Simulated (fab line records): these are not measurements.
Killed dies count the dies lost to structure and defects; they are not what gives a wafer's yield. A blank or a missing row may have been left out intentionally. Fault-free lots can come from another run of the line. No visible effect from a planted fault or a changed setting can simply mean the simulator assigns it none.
fab line records	flow gf180mcu	part 1 of 2: steps 1 to 34 of 35
record lots=6	wafers=18	last_day=34
route steps=602 shown SALICIDE@279 CONTACT@287 PASSIVATION@602
lots that met no fault: from a run of the same line without faults
start_h: the number of hours between the record's first day and the start of the first shown wafer of the lot	wait_h: time in hours since the lot's previous step	" the same as in the row above	L1.1+2: several wafers, shown together as one row	- value missing, or start not given	* or withheld: withheld	< > ~ a bound
route shown NAME@n: names a module that has steps shown in the file, with the first one's number in the route	usual: mean/standard deviation of fault-free wafers	same: alike in all rows	chamber/n: place in a boat	sites: each site's reading	_std_site: standard deviation across them	_edge_site: outer sites' mean less inner sites'	radius_mm: for every site, how far away it sits from the centre of the wafer	mask NAME#n: copy n	behind: the tool/chamber that last shaped the wafer	hold: reason for holding the lot/hours on hold/outcome of the hold	device: whichever transistor did not switch (one of n, p or np)	end of line: at the end of the route, the tests of the same wafers	a step with no rows: only its recipe	killed: not the wafer's yield, but the dies lost to structure and defects at the first sort	map: shows each die of a wafer: x if killed, . if not, _ if none is there
set.NAME: the setting that was run; set.NAME@STEP: the one run at that earlier step	model.NAME: the simulator's own value behind a step, which no gauge read
lots seen at some steps along the route; tables by step, rows by wafer
services: when a tool's chamber went out of use (start_h, in hours from the record's first day, below 0 if earlier), for how many hours, and the reason
## steps
# step GF_SALICIDE_WET_ETCH_01
# recipe chemistry=dHF	target_depth_nm=5	dry=ipa_marangoni	target=SiO2	temp_c=25	dilution=100:1	time_s=100
# step GF_SALICIDE_SPUTTER_02
# recipe material=Co	target_thk_nm=10	power_w=1000	time_s=20	chamber_pressure_pa=0.4
# usual chamber_pressure_pa=0.3999/0.00075	throttle_valve_pct=30.5/1.3
lot.wafer	tool	chamber	start_h	wait_h	chamber_pressure_pa	throttle_valve_pct
L499.3	pvd_sputter-02	-	351.41	0.0	0.3987	29.7
L499.5	"	-	"	"	0.4007	29.2
L499.6	"	-	"	"	0.3990	29.7
L506.1	pvd_sputter-01	-	409.95	0.0	0.3998	30.2
L506.2	"	-	"	"	0.3992	30.7
L506.6	"	-	"	"	0.3997	30.7
L507.2	pvd_sputter-01	-	416.14	0.0	0.4004	31.4
L507.3	"	-	"	"	0.4005	30.0
L507.5	"	-	"	"	0.3994	31.1
L516.2	pvd_sputter-02	-	498.28	0.0	0.3997	29.4
L516.4	"	-	"	"	0.4013	31.0
L516.6	"	-	"	"	0.3991	29.2
L517.2	pvd_sputter-04	-	503.71	0.0	0.3994	31.6
L517.3	"	-	"	"	0.4002	31.7
L517.4	"	-	"	"	0.4015	30.8
L519.1	pvd_sputter-01	-	526.84	0.0	0.4012	30.8
L519.2	"	-	"	"	0.4002	33.1
L519.5	"	-	"	"	0.3986	31.5
# step GF_SALICIDE_SPUTTER_03
# recipe material=TiN	target_thk_nm=20	power_w=6500	time_s=16.7	chamber_pressure_pa=0.4
# step GF_SALICIDE_RS_MEAS_04
# recipe thk_meas_gauge=four-point-probe	reads=TiN_of_SALICIDE_SPUTTER_03+Co_of_SALICIDE_SPUTTER_02
# usual SALICIDE_TIN_RS=16.39/0.25
lot.wafer	tool	chamber	start_h	wait_h	SALICIDE_TIN_RS[ohm/sq]
L499.3	film_metro-04	-	351.50	0.1	16.67
L499.5	"	-	"	"	16.52
L499.6	"	-	"	"	16.48
L506.1	film_metro-02	-	410.01	0.0	16.47
L506.2	"	-	"	"	16.57
L506.6	"	-	"	"	16.75
L507.2	film_metro-04	-	416.22	0.0	16.42
L507.3	"	-	"	"	16.20
L507.5	"	-	"	"	16.32
L516.2	film_metro-04	-	498.36	0.0	16.05
L516.4	"	-	"	"	16.15
L516.6	"	-	"	"	16.23
L517.2	film_metro-03	-	503.78	0.0	16.31
L517.3	"	-	"	"	16.71
L517.4	"	-	"	"	16.42
L519.1	film_metro-02	-	526.89	0.0	16.13
L519.2	"	-	"	"	16.20
L519.5	"	-	"	"	16.07
# step GF_SALICIDE_THK_MEAS_05
# recipe thk_meas_gauge=xrf	reads=TiN_of_SALICIDE_SPUTTER_03
# usual SALICIDE_TIN_THK=19.96/0.3
lot.wafer	tool	chamber	start_h	wait_h	SALICIDE_TIN_THK[nm]
L499.3	film_metro-04	-	351.60	0.1	20.11
L499.5	"	-	"	"	19.57
L499.6	"	-	"	"	20.06
L506.1	film_metro-02	-	410.13	0.1	20.31
L506.2	"	-	"	"	20.24
L506.6	"	-	"	"	20.02
L507.2	film_metro-04	-	416.33	0.1	19.87
L507.3	"	-	"	"	19.91
L507.5	"	-	"	"	19.71
L516.2	film_metro-04	-	498.47	0.1	19.99
L516.4	"	-	"	"	19.96
L516.6	"	-	"	"	19.72
L517.2	film_metro-03	-	503.89	0.1	19.65
L517.3	"	-	"	"	19.27
L517.4	"	-	"	"	19.12
L519.1	film_metro-02	-	527.01	0.1	20.29
L519.2	"	-	"	"	20.09
L519.5	"	-	"	"	20.28
# step GF_SALICIDE_RTA_06
# recipe temp_c=530	time_s=30	ambient=N2
# step GF_SALICIDE_WET_ETCH_07
# recipe chemistry=SPM	target_depth_nm=120	dry=n2_spin
# step GF_SALICIDE_RTA_08
# recipe temp_c=800	time_s=30	ambient=N2
# usual chamber_o2_ppm=2.003/0.021	lamp_power_pct=18.7/2.1	wafer_temp_C_max=803.5/0.73
lot.wafer	tool	chamber	start_h	wait_h	chamber_o2_ppm	lamp_power_pct	wafer_temp_C_max
L499.3	rtp_anneal-02	0	351.87	0.0	2.009	17.5	803.1
L499.5	"	0	"	"	1.984	17.6	804.2
L499.6	"	0	"	"	2.017	17.6	804.2
L506.1	rtp_anneal-02	0	410.39	0.0	1.960	17.5	803.5
L506.2	"	0	"	"	1.987	17.5	803.9
L506.6	"	0	"	"	2.005	17.6	803.3
L507.2	rtp_anneal-02	0	416.59	0.0	2.000	17.6	803.9
L507.3	"	0	"	"	1.987	17.6	803.1
L507.5	"	0	"	"	2.022	17.5	803.2
L516.2	rtp_anneal-02	0	498.73	0.0	2.006	17.5	803.8
L516.4	"	0	"	"	1.992	17.5	803.3
L516.6	"	0	"	"	2.011	17.5	804.8
L517.2	rtp_anneal-01	0	504.15	0.0	2.004	22.4	803.3
L517.3	"	0	"	"	1.990	22.4	803.3
L517.4	"	0	"	"	1.953	22.4	803.2
L519.1	rtp_anneal-02	0	527.27	0.0	2.024	17.5	803.5
L519.2	"	0	"	"	2.012	17.5	803.0
L519.5	"	0	"	"	2.024	17.5	804.2
# step GF_CONTACT_CVD_00
# recipe material=SiO2	target_thk_nm=300	sigma_open_frac=0.3	temp_c=400	time_s=50	sih4_flow_sccm=60	pressure_mtorr=6
# step GF_CONTACT_THK_MEAS_01
# recipe reads=SiO2_of_CONTACT_CVD_00
# usual CONTACT_CVD_00_THK=299.9/2.3
lot.wafer	tool	chamber	start_h	wait_h	CONTACT_CVD_00_THK[nm]
L499.3	film_metro-04	-	352.00	0.0	298.3
L499.5	"	-	"	"	299.3
L499.6	"	-	"	"	296.4
L506.1	film_metro-03	-	410.53	0.0	302.0
L506.2	"	-	"	"	299.0
L506.6	"	-	"	"	302.3
L507.2	film_metro-04	-	416.72	0.0	300.7
L507.3	"	-	"	"	299.7
L507.5	"	-	"	"	299.3
L516.2	film_metro-01	-	498.86	0.0	300.4
L516.4	"	-	"	"	303.1
L516.6	"	-	"	"	297.9
L517.2	film_metro-03	-	504.29	0.0	299.9
L517.3	"	-	"	"	299.6
L517.4	"	-	"	"	303.0
L519.1	film_metro-04	-	527.42	0.0	297.7
L519.2	"	-	"	"	298.1
L519.5	"	-	"	"	297.1
# step GF_CONTACT_CVD_02
# recipe material=SiO2	target_thk_nm=860	precursor=TEOS	temp_c=400	time_s=95.992	rf_w=600
# step GF_CONTACT_THK_MEAS_03
# recipe reads=SiO2_of_CONTACT_CVD_02
# usual CONTACT_CVD_02_THK=862/11
lot.wafer	tool	chamber	start_h	wait_h	CONTACT_CVD_02_THK[nm]
L499.3	film_metro-01	-	352.13	0.1	866
L499.5	"	-	"	"	882
L499.6	"	-	"	"	870
L506.1	film_metro-04	-	410.66	0.0	860
L506.2	"	-	"	"	841
L506.6	"	-	"	"	851
L507.2	film_metro-01	-	416.85	0.0	858
L507.3	"	-	"	"	853
L507.5	"	-	"	"	874
L516.2	film_metro-01	-	498.99	0.0	849
L516.4	"	-	"	"	873
L516.6	"	-	"	"	855
L517.2	film_metro-03	-	504.42	0.0	839
L517.3	"	-	"	"	842
L517.4	"	-	"	"	869
L519.1	film_metro-03	-	527.55	0.0	873
L519.2	"	-	"	"	861
L519.5	"	-	"	"	875
# step GF_CONTACT_CMP_04
# recipe material=SiO2	down_force_psi=4	platen_rpm=60	pad_velocity_m_s=0.94248
# usual edge_zone_pressure_frac=1.000/0.005	head_pressure_psi=4.000/0.0091	motor_current_A=12.8/1.1	slurry_filter_dp_kPa=13.49/0.14	slurry_flow_ml_min=150.0/0.48	time_to_endpoint_s=113/5.3
lot.wafer	tool	chamber	start_h	wait_h	edge_zone_pressure_frac	head_pressure_psi	motor_current_A	slurry_filter_dp_kPa	slurry_flow_ml_min	time_to_endpoint_s	model.SiO2_of_CONTACT_CVD_02.thk_nm
L499.3	cmp-02	2	352.22	0.1	0.993	3.981	14.1	13.26	150.5	113	560
L499.5	"	1	"	"	0.994	3.991	11.0	13.48	150.3	118	559.7
L499.6	"	2	"	"	0.998	3.999	13.8	13.42	150.5	114	558.5
L506.2	cmp-02	1	410.72	0.0	-	-	-	-	-	-	840.9
L506.1	"	0	"	"	-	-	-	-	-	-	859.1
L506.6	"	1	"	"	-	-	-	-	-	-	850.4
L507.2	cmp-02	2	416.95	0.1	-	-	-	-	-	-	858.8
L507.3	"	3	"	"	-	-	-	-	-	-	853.5
L507.5	"	1	"	"	-	-	-	-	-	-	873.7
L516.2	cmp-01	1	499.14	0.1	0.990	3.993	14.7	13.62	150.0	109	562.2
L516.4	"	2	"	"	1.003	3.996	12.6	13.44	150.0	118	561.2
L516.6	"	3	"	"	1.004	4.005	13.2	13.44	149.8	107	559.9
L517.4	cmp-02	0	504.47	0.0	1.002	4.002	11.2	13.50	149.9	121	560.5
L517.2	"	2	"	"	0.999	4.006	14.0	13.39	149.4	107	559.7
L517.3	"	3	"	"	1.001	4.010	11.9	13.56	149.9	112	560.6
L519.1	cmp-02	3	527.61	0.1	1.000	3.998	11.4	13.26	150.3	120	557.8
L519.2	"	0	"	"	1.000	3.997	11.6	13.41	149.3	116	559.1
L519.5	"	0	"	"	0.998	4.009	11.4	13.47	149.8	121	559.8
# step GF_CONTACT_BOW_MEAS_05
# recipe mode=bow
# usual CONTACT_BOW=66/6.9
lot.wafer	tool	chamber	start_h	wait_h	CONTACT_BOW[um]
L499.3	film_metro-03	-	352.51	0.2	62
L499.5	"	-	"	"	69
L499.6	"	-	"	"	54
L506.1	film_metro-04	-	411.02	0.1	75
L506.2	"	-	"	"	76
L506.6	"	-	"	"	92
L507.2	film_metro-03	-	417.22	0.2	78
L507.3	"	-	"	"	81
L507.5	"	-	"	"	88
L516.2	film_metro-03	-	499.36	0.2	59
L516.4	"	-	"	"	62
L516.6	"	-	"	"	69
L517.2	film_metro-03	-	504.79	0.2	71
L517.3	"	-	"	"	75
L517.4	"	-	"	"	60
L519.1	film_metro-03	-	527.91	0.2	65
L519.2	"	-	"	"	72
L519.5	"	-	"	"	54
# step GF_CONTACT_DEHYDRATE_06
# recipe temp_c=200	time_s=60
# step GF_CONTACT_HMDS_07
# recipe prime_time_s=60	prime_temp_c=120
# step GF_CONTACT_COAT_08
# recipe resist=BARC	temp_c=withheld	time_s=withheld	spin_rpm=withheld	resist_thk_nm=withheld
# step GF_CONTACT_COAT_09
# recipe resist=KrF	spin_rpm=withheld	resist_thk_nm=1000
# step GF_CONTACT_SOFTBAKE_10
# recipe temp_c=130	time_s=60	resist=KrF
# step GF_CONTACT_EXPOSE_11
# recipe mask_id=Contact	target_cd_nm=220	na=0.68	source_shape=conventional	sigma_outer=0.6	dose_mj=38
# step GF_CONTACT_PEB_12
# recipe peb_temp_c=135.9	peb_time_s=90	resist=KrF
# step GF_CONTACT_DEVELOP_13
# recipe develop_time_s=60	resist=KrF	dev_temp_c=21
# step GF_CONTACT_CD_MEAS_14
# recipe target_cd_nm=220
# usual cd_nm=219.9/1.3
lot.wafer	tool	chamber	start_h	wait_h	cd_nm
L499.3	cd_sem-02	-	374.93	0.1	218.3
L499.5	"	-	"	"	219.2
L499.6	"	-	"	"	219.4
L506.1	cd_sem-02	-	435.01	0.1	218.7
L506.2	"	-	"	"	218.8
L506.6	"	-	"	"	217.1
L507.2	cd_sem-02	-	441.93	0.1	222.3
L507.3	"	-	"	"	223.2
L507.5	"	-	"	"	222.1
L516.2	cd_sem-02	-	523.18	0.1	221.7
L516.4	"	-	"	"	221.6
L516.6	"	-	"	"	221.4
L517.2	cd_sem-01	-	527.98	0.1	220.0
L517.3	"	-	"	"	220.7
L517.4	"	-	"	"	220.6
L519.1	cd_sem-01	-	549.76	0.1	218.5
L519.2	"	-	"	"	220.2
L519.5	"	-	"	"	219.2
# step GF_CONTACT_OVL_MEAS_15
# usual CONTACT_OVL=1/4.9
lot.wafer	tool	chamber	start_h	wait_h	CONTACT_OVL[nm]
L499.3	overlay-01	-	375.02	0.1	1
L499.5	"	-	"	"	2
L499.6	"	-	"	"	-2
L506.1	overlay-02	-	435.13	0.1	6
L506.2	"	-	"	"	9
L506.6	"	-	"	"	4
L507.2	overlay-01	-	442.04	0.1	1
L507.3	"	-	"	"	0
L507.5	"	-	"	"	-3
L516.2	overlay-01	-	523.28	0.1	2
L516.4	"	-	"	"	-7
L516.6	"	-	"	"	-3
L517.2	overlay-02	-	528.08	0.1	-3
L517.3	"	-	"	"	1
L517.4	"	-	"	"	-3
L519.1	overlay-02	-	549.88	0.1	-5
L519.2	"	-	"	"	-6
L519.5	"	-	"	"	-3
# step GF_CONTACT_ETCH_16
# recipe chemistry=N2/H2	target_depth_a=withheld	overetch_a=withheld	time_s=withheld	target=BARC	ion_energy_ev=200	source_w=500	bias_w=100	pressure_mtorr=30	n2_flow_sccm=100	h2_flow_sccm=200
# step GF_CONTACT_ETCH_17
# recipe chemistry=C4F8/O2/Ar	mask_material=KrF	target=SiO2	stop_on=CoSi2	source_w=1500	bias_w=1200	pressure_mtorr=40	c4f8_flow_sccm=withheld	O2_flow_sccm=6	Ar_flow_sccm=300	time_s=withheld	target_depth_a=8600
# usual oes_product_au=0.815/0.0043
lot.wafer	tool	chamber	start_h	wait_h	oes_product_au	model.CONTACT.feature_depth_nm	model.etch.depth_nm
L499.3	rie_diel-03	3	-	-	0.819	858.4	858.4
L499.5	"	3	"	"	0.813	859	859
L499.6	"	2	"	"	0.816	854.8	854.8
L506.1	rie_diel-04	1	-	-	1.554	1161	1161
L506.2	"	2	"	"	1.527	1140	1140
L506.6	"	2	"	"	1.542	1153	1153
L507.2	rie_diel-02	2	-	-	1.561	1159	1159
L507.3	"	1	"	"	1.549	1153	1153
L507.5	"	3	"	"	1.572	1173	1173
L516.2	rie_diel-04	0	-	-	0.818	862.8	862.8
L516.4	"	0	"	"	0.821	864.1	864.1
L516.6	"	3	"	"	0.812	857.7	857.7
L517.2	rie_diel-04	2	-	-	0.815	859.9	859.9
L517.3	"	3	"	"	0.814	860	860
L517.4	"	2	"	"	0.819	863.4	863.4
L519.1	rie_diel-03	2	-	-	0.816	855.2	855.2
L519.2	"	3	"	"	0.807	857.1	857.1
L519.5	"	1	"	"	0.815	856.9	856.9
# step GF_CONTACT_STRIP_18
# recipe chemistry=O2/N2	power_w=1400	pressure_mtorr=1500	platen_temp_c=250	o2_flow_sccm=3000	n2_flow_sccm=300	overash_fraction=0.5
# usual drypump_motor_current_A=5.2/0.47	heater_power_w=336/32	oes_product_au=0.581/0.0047
lot.wafer	tool	chamber	start_h	wait_h	drypump_motor_current_A	heater_power_w	oes_product_au	rf_hours_counter_h
L499.3	plasma_asher-02	1	375.24	-	6.2	317	0.578	-
L499.5	"	1	"	"	6.2	322	0.580	-
L499.6	"	0	"	"	4.7	380	0.579	-
L506.1	plasma_asher-03	0	435.33	-	4.7	281	0.585	32
L506.2	"	1	"	"	4.9	353	0.585	32
L506.6	"	1	"	"	4.9	351	0.580	-
L507.2	plasma_asher-01	1	442.23	-	5.6	364	0.580	1
L507.3	"	1	"	"	5.6	374	0.586	-
L507.5	"	0	"	"	5.2	330	0.582	-
L516.2	plasma_asher-01	0	523.48	-	5.2	328	0.573	9
L516.4	"	0	"	"	5.2	328	0.584	-
L516.6	"	0	"	"	5.2	330	0.577	-
L517.2	plasma_asher-03	0	528.28	-	4.7	285	0.585	43
L517.3	"	0	"	"	4.7	288	0.588	-
L517.4	"	1	"	"	4.9	346	0.581	-
L519.1	plasma_asher-03	0	550.08	-	4.7	279	0.581	45
L519.2	"	1	"	"	4.9	352	0.582	45
L519.5	"	0	"	"	4.7	286	0.586	-
# step GF_CONTACT_CLEAN_19
# recipe chemistry=SPM
# step GF_CONTACT_CLEAN_20
# recipe chemistry=DIW
# step GF_CONTACT_CLEAN_21
# recipe chemistry=dHF	time_s=20	dilution=100:1	dry=ipa_marangoni
# step GF_CONTACT_SPUTTER_22
# recipe material=Ti	target_thk_nm=15	chamber_pressure_pa=5	power_w=2500	substrate_temp_c=200	time_s=80.02
# usual chamber_pressure_pa=5.000/0.011	throttle_valve_pct=30.1/1
lot.wafer	tool	chamber	start_h	wait_h	chamber_pressure_pa	throttle_valve_pct
L499.3	pvd_sputter-02	-	375.69	0.0	5.007	29.3
L499.5	"	-	"	"	5.005	29.4
L499.6	"	-	"	"	5.009	31.0
L506.1	pvd_sputter-02	-	435.64	0.0	5.014	31.2
L506.2	"	-	"	"	4.995	29.2
L506.6	"	-	"	"	4.999	29.3
L507.2	pvd_sputter-04	-	442.53	0.0	4.974	29.5
L507.3	"	-	"	"	4.993	31.0
L507.5	"	-	"	"	4.992	31.5
L516.2	pvd_sputter-04	-	523.80	0.0	4.999	30.8
L516.4	"	-	"	"	5.003	29.5
L516.6	"	-	"	"	5.001	31.5
L517.2	pvd_sputter-04	-	528.61	0.0	5.013	31.5
L517.3	"	-	"	"	4.993	29.7
L517.4	"	-	"	"	5.001	29.9
L519.1	pvd_sputter-03	-	550.37	0.0	5.001	29.9
L519.2	"	-	"	"	5.003	29.4
L519.5	"	-	"	"	5.001	30.6
# step GF_CONTACT_SPUTTER_23
# recipe material=TiN	target_thk_nm=10	chamber_pressure_pa=5	power_w=4000	time_s=40
# usual chamber_pressure_pa=5.001/0.01	throttle_valve_pct=30.1/1
lot.wafer	tool	chamber	start_h	wait_h	chamber_pressure_pa	throttle_valve_pct
L499.3	pvd_sputter-02	-	375.75	0.0	4.987	29.2
L499.5	"	-	"	"	4.992	29.2
L499.6	"	-	"	"	5.013	30.9
L506.1	pvd_sputter-02	-	435.70	0.0	4.990	31.0
L506.2	"	-	"	"	4.999	29.3
L506.6	"	-	"	"	5.003	29.2
L507.2	pvd_sputter-04	-	442.59	0.0	4.977	30.0
L507.3	"	-	"	"	4.994	31.0
L507.5	"	-	"	"	4.998	31.8
L516.2	pvd_sputter-04	-	523.86	0.0	4.984	30.7
L516.4	"	-	"	"	4.991	29.7
L516.6	"	-	"	"	4.988	31.5
L517.2	pvd_sputter-04	-	528.67	0.0	5.013	31.4
L517.3	"	-	"	"	5.006	29.5
L517.4	"	-	"	"	5.001	29.7
L519.1	pvd_sputter-03	-	550.44	0.0	5.001	29.8
L519.2	"	-	"	"	4.997	29.5
L519.5	"	-	"	"	4.997	30.5
# step GF_CONTACT_CVD_24
# recipe material=W	target_thk_nm=300	time_s=90.339	temp_c=400	pressure_torr=40
# step GF_CONTACT_CMP_27
# recipe stop_on=SiO2	down_force_psi=3.5	platen_rpm=60	t_overpolish_s=15	target_thk_nm=0	pad_velocity_m_s=0.94248
# usual edge_zone_pressure_frac=1.000/0.0049	head_pressure_psi=3.500/0.0082	motor_current_A=12.0/0.94	slurry_filter_dp_kPa=13.49/0.12	slurry_flow_ml_min=150.1/0.44
lot.wafer	tool	chamber	start_h	wait_h	edge_zone_pressure_frac	head_pressure_psi	motor_current_A	slurry_filter_dp_kPa	slurry_flow_ml_min	model.SiO2_of_CONTACT_CVD_02.thk_nm
L499.3	cmp-01	3	376.17	0.1	0.992	3.489	11.8	13.14	149.7	553.3
L499.5	"	1	"	"	0.994	3.495	13.7	13.53	150.5	552.9
L499.6	"	2	"	"	1.001	3.498	12.4	13.35	150.6	551.8
L506.1	cmp-01	3	436.02	0.1	1.004	3.491	12.2	13.45	149.3	852.4
L506.2	"	1	"	"	0.999	3.511	12.7	13.56	149.3	834.2
L506.6	"	0	"	"	0.997	3.496	12.7	13.75	150.1	843.7
L507.2	cmp-01	0	443.01	0.1	1.004	3.505	12.2	13.55	150.2	852.1
L507.3	"	1	"	"	1.001	3.497	12.5	13.34	149.6	846.7
L507.5	"	2	"	"	0.998	3.488	12.2	13.61	150.2	867
L516.2	cmp-01	3	524.18	0.0	0.990	3.504	11.9	13.48	149.8	555.4
L516.4	"	2	"	"	1.001	3.498	12.0	13.30	150.5	554.4
L516.6	"	0	"	"	0.999	3.501	12.4	13.10	149.1	553.2
L517.4	cmp-02	2	529.04	0.1	0.989	3.502	12.3	13.66	149.7	553.7
L517.3	"	3	"	"	0.999	3.517	11.1	13.77	149.4	553.8
L517.2	"	0	"	"	1.009	3.495	10.6	13.37	150.3	553
L519.2	cmp-01	2	550.95	0.2	1.000	3.498	11.1	13.53	150.6	552.4
L519.1	"	3	"	"	0.999	3.488	11.6	13.47	149.8	551.1
L519.5	"	3	"	"	1.000	3.494	11.9	13.59	150.0	553.1
## key
first_sign step=GF_CONTACT_CMP_04	reading=tool_record	direction=missing
effect step=GF_CONTACT_BOW_MEAS_05	reading=CONTACT_BOW	direction=up	sigmas=2.3	usual=66	struck=82
effect step=GF_CONTACT_ETCH_17	reading=oes_product_au	direction=up	sigmas=99+	usual=0.815	struck=1.551
effect step=GF_PASSIVATION_PROBE_99	reading=killed_at_contacts	direction=up	sigmas=99+	usual=5.7	struck=449.3
model_effect step=GF_CONTACT_CMP_04	value=SiO2_of_CONTACT_CVD_02.thk_nm	without=560.3	struck=856.1
model_effect step=GF_CONTACT_ETCH_17	value=CONTACT.feature_depth_nm	without=860.8	struck=1157
model_effect step=GF_CONTACT_CMP_27	value=SiO2_of_CONTACT_CVD_02.thk_nm	without=553.5	struck=849.4
more_kills_born_at GF_CONTACT_CMP_04@cmp-02=2668
met_at GF_CONTACT_CMP_04
struck_wafers L506.1,L506.2,L506.6,L507.2,L507.3,L507.5
later_rows_left_out L506.1,L506.2,L506.6,L507.2,L507.3,L507.5
tester_left_out L506,L507
onset_between 352.22 410.72
fault kind=skipped_step_whole	tool=cmp-02	chamber=-	onset_h=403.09	steps=GF_CONTACT_CMP_04	scope=struck_lots_only
# tester_left_out: of these lots the tester's yield and bins aren't shown, on N5 and GAA mostly nor the transistor test; their killed dies are dies lost to structure and defects alone, not to doping, threshold or leakage, so they don't give the yield
# later_rows_left_out: the simulator's readings of these wafers behind a module that went badly wrong aren't trusted and aren't shown, but for the sort
